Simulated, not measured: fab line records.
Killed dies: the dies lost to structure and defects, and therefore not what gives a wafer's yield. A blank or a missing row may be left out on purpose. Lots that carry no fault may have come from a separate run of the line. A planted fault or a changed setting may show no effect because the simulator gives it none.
Which tool was responsible? | flow gf180mcu | Sampling: 11 lots, 32 wafers, 3 of 602 route steps

## WHAT EACH GAUGE READ, for each wafer
GF_V2_RS_MEAS_24: measures by four-point-probe.
lot  | measured     | on           | V2_W_RS (ohm/sq)
L586 | day 20 08:56 | filmMetro-04 | 0.331 0.330 0.329
L588 | day 20 22:53 | filmMetro-04 | 0.333 0.334 0.332
L594 | day 23 10:44 | filmMetro-01 | 0.330 0.281
L595 | day 23 20:44 | filmMetro-03 | 0.280 0.280 0.323
L596 | day 24 02:01 | filmMetro-04 | 0.284 0.284 0.330
L597 | day 24 10:11 | filmMetro-04 | 0.329 0.331 0.330
L602 | day 26 03:07 | filmMetro-01 | 0.328 0.326 0.330
L604 | day 27 00:07 | filmMetro-03 | 0.322 0.322 0.318
L607 | day 27 12:31 | filmMetro-01 | 0.334 0.331 0.331
L608 | day 27 21:37 | filmMetro-03 | 0.332 0.330 0.332
L609 | day 28 04:28 | filmMetro-01 | 0.331 0.334 0.328

## WHAT TOOL EACH LOT RAN ON (gives the tool, then ch and the chambers of the sampled wafers, and finally the start)
lot  | GF_M2_METAL_ETCH_16              | GF_V2_CVD_23
L586 | rieMetal-03 ch 0,1, day 19 06:20 | cvdW-02 ch 0,1, day 20 08:49
L588 | rieMetal-03 ch 0, day 19 20:41   | cvdW-02 ch 0,1, day 20 22:47
L594 | rieMetal-03 ch 0, day 22 09:50   | cvdW-01 ch 0,1, day 23 10:37
L595 | rieMetal-03 ch 0, day 22 19:44   | cvdW-01 ch 0,1, day 23 20:35
L596 | rieMetal-02 ch 1, day 23 01:29   | cvdW-01 ch 0,1, day 24 01:53
L597 | rieMetal-03 ch 0,1, day 23 09:35 | cvdW-02 ch 0,1, day 24 10:03
L602 | rieMetal-01 ch 0,1, day 25 03:46 | cvdW-01 ch 1, day 26 03:00
L604 | rieMetal-03 ch 0,1, day 25 22:20 | cvdW-01 ch 0,1, day 26 23:59
L607 | rieMetal-03 ch 0,1, day 26 13:52 | cvdW-02 ch 0,1, day 27 12:24
L608 | rieMetal-01 ch 0, day 26 23:08   | cvdW-01 ch 1, day 27 21:30
L609 | rieMetal-03 ch 0,1, day 27 06:26 | cvdW-02 ch 0, day 28 04:19
- GF_M2_METAL_ETCH_16: etches the open film in Cl2/BCl3, stops on SiO2, target depth 627.5 nm, time 104.6 s.
- GF_V2_CVD_23: deposits W, target thk 350 nm, time 104.94 s.

## THE ANSWER, worked out from the rows above alone
Rule: usual is defined by the lots themselves. Put in order of their means at a reading, lots are off if they are a third of the lots or fewer, leave a main group of 4 or more, and stand apart from it by a gap of 3 or more times the standard deviation of the main group's means; of several such gaps the widest counts. Not used: any main group whose means are identical at the precision the tables above print for the reading. Also off: a lot with no number at a reading for which 4 or more lots have one. Any other lot the step has rows for is counted as sound.
Off: L594, L595, L596, seen at GF_V2_RS_MEAS_24 (V2_W_RS). For the main group the mean is 0.330 ohm/sq and the standard deviation 0.0036.
A tool fits if, at a process step before that reading, it ran every lot that is off, and no sound lot after the first of them. Gauges at GF_V2_RS_MEAS_24: tried the same way as those tools. None of those tried fits.

## WHAT HAD BEEN PUT IN BY THE SIMULATOR
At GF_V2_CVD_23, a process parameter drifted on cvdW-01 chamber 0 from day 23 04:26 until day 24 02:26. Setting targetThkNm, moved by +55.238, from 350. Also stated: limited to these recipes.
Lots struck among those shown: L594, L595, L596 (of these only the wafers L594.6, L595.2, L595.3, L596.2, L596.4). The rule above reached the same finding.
